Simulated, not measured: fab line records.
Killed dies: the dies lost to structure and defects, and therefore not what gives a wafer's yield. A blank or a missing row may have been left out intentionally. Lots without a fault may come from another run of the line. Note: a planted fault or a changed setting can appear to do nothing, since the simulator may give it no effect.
8D (eight disciplines) problem report, filled in by code | flow gf180mcu | the parts of the form that need people (team, actions taken, sign-off) are left out

1. WHAT IS WRONG
NSD_RS at GF_PSD_RS_MEAS_14 reads a mean of 45.08 ohm/sq on 3 wafers of 3 lots; wafers without a fault read 46.14 ohm/sq with a standard deviation of 0.089. That is -12 standard deviations from the usual mean.
The step: measures by four-point-probe.
Seen first at day 18 11:47 on filmMetro-04, wafer L295.5. At this step, 36 wafers from 13 lots have a number in the record. By rule, "out" or "out of limits" means more than 4 standard deviations away from the usual mean. The rest of the wafers with a number are treated as sound.

2. WHAT THIS IS AND IS NOT
question                    | is                         | is not
which readings at this step | NSD_RS                     | -
which lots                  | L295, L296, L300           | L285, L286, L287, L289, L291, L302, L303, L304, L307, L308
which wafers of those lots  | L295.5, L296.5, L300.5     | L295.1, L296.1, L300.1
read on which gauges        | filmMetro-01, filmMetro-04 | filmMetro-02
when                        | from day 18 11:47          | up to then (16 sound wafers); but 17 sound wafers of L296, L300, L302, L303, L304, L307, L308 came after

3. SUSPECTS, AND WHAT RULES EACH OUT
Counting: any tool at a process step up to the reading remains a suspect provided it ran every lot that is out. Sound lots after the first of them don't rule it out here, since some wafers of a struck lot are sound.
- the gauge at GF_PSD_RS_MEAS_14 is ruled out. Those wafers that are out were read across 2 gauges (filmMetro-01, filmMetro-04).
- implanter-01 at GF_NSD_IMPLANT_09: kept. Ran every lot that is out, first one L295 (day 17 11:36); last sound lot up to then L291 (day 15 15:34). Its own beamOnS readings are out on those wafers.
After counting, what remains is implanter-01 at GF_NSD_IMPLANT_09.

4. THE CAUSE (what the simulator had put in)
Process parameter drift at GF_NSD_IMPLANT_09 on implanter-01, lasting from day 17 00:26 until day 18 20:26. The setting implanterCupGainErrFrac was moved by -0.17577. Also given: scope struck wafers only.
This tool alone remained once counting was done.

5. THE EFFECT CHAIN, in route order
Rows list readings where the struck wafers' mean (over those with a number) sits beyond 3 standard deviations from the usual. Scope: only readings with a usual standard deviation given in the record; hours: median across lots of the time from each lot's start at the first step in this table that gives one to its start at this step; sigmas: change in usual standard deviations.
hours | step              | reading              | usual        | on struck wafers | change | sigmas
0     | GF_NSD_IMPLANT_09 | beamOnS              | 19.2 s       | 24.3             | +5.1   | +5.1
0     | GF_NSD_IMPLANT_09 | faradayCurrentUA     | 11454        | 9051             | -2403  | -4.1
0     | GF_NSD_STRIP_11   | stripTimeToEndpointS | 22.97 s      | 23.71            | +0.74  | +21
24    | GF_PSD_RS_MEAS_14 | NSD_RS               | 46.14 ohm/sq | 45.08            | -1.06  | -12
Here are the process steps it includes:
- GF_NSD_IMPLANT_09
- GF_NSD_STRIP_11: strips in O2/N2.

6. HOW IT WOULD HAVE BEEN CAUGHT EARLIER
The first out-of-limits reading at a measuring or inspecting step in this record came at day 18 11:47, 35 hours after the fault's start at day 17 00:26.
Tool's own readings at GF_NSD_IMPLANT_09, beamOnS: out on all struck wafers the step has rows for; an alarm limit on them would have tripped on the first.
Lots out: 3; of these, L300 started GF_NSD_IMPLANT_09 on implanter-01 after day 18 11:47. A tool hold placed at that time would have kept it from harm.
